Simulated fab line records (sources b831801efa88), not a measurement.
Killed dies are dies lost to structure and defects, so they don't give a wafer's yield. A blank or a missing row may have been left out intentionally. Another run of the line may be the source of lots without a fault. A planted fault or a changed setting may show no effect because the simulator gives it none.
A single fault, viewed from 2 desks | flow gf180mcu | what lay behind the numbers comes last; until then each desk has only its own

## FROM THE METROLOGY DESK
What the gauges read for every lot (on any tool): the sampled wafers with a number, averaged. The brackets show how far a lot's mean lies from the usual mean; more than 4 standard deviations puts the lot out of limits, marked OUT.
Columns: A = cd-nm at GF_SAB_CD_MEAS_09, usual 420.0 nm; B = SAB_OVL at GF_SAB_OVL_MEAS_10, usual 0.6 nm; C = SALICIDE_TIN_RS at GF_SALICIDE_RS_MEAS_04, usual 16.3 ohm/sq; D = SALICIDE_TIN_THK at GF_SALICIDE_THK_MEAS_05, usual 20.60 nm
lot  | first seen here | A     | B    | C    | D
L304 | day 15 15:07    | 420.8 | 0.1  | 16.0 | 20.38
L306 | day 15 23:19    | 417.5 | 0.9  | 15.9 | 20.53
L313 | day 18 19:07    | 420.4 | -0.2 | 16.1 | 20.75
L315 | day 19 16:16    | 423.3 | -1.3 | 16.1 | 20.59
L323 | day 22 16:04    | 420.3 | 3.3  | 16.8 | 20.42
L325 | day 23 03:37    | 419.3 | -1.3 | 16.5 | 20.62
This desk found nothing out of limits on any of the 6 lots.

## TOOL OWNER'S DESK, rtp-anneal-02
Per lot that ran on this tool, the mean of the sampled wafers carrying a number, from the tool's own readings at GF_SALICIDE_RTA_06 (time 30 s). The brackets show how far a lot's mean lies from the usual mean; more than 4 standard deviations puts the lot out of limits, marked OUT.
Columns: A = lamp-power-pct at GF_SALICIDE_RTA_06, usual 6.43 %; B = wafer_temp_C_max at GF_SALICIDE_RTA_06, usual 532.9
lot  | first seen here | A               | B
L304 | day 15 15:50    | 6.73            | 534.2
L306 | day 16 00:03    | 6.73            | 533.6
L313 | day 18 19:50    | 5.17 (-5.5) OUT | 533.7
L315 | day 19 16:59    | 5.17 (-5.5) OUT | 534.4
This desk finds L313, L315 out of limits, L313 being first, at day 18 19:50 (lamp-power-pct at GF_SALICIDE_RTA_06). Within limits: L304, L306.

## ALL TOGETHER
At day 18 19:50, on L313, L315, the tool owner's desk was in a position to raise an alarm.
The metrology desk saw nothing out of limits.
The metrology desk has L313, L315 on record, within its limits.
All the named lots went through GF_SALICIDE_RTA_06 on rtp-anneal-02.

## WHAT THE SIMULATOR PUT IN
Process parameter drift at GF_SALICIDE_RTA_06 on rtp-anneal-02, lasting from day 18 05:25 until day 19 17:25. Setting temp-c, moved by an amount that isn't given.
Struck lots among those shown: L313, L315.
How many hours passed from the start of the fault until each desk's first out-of-limits reading: the tool owner's desk, 14.
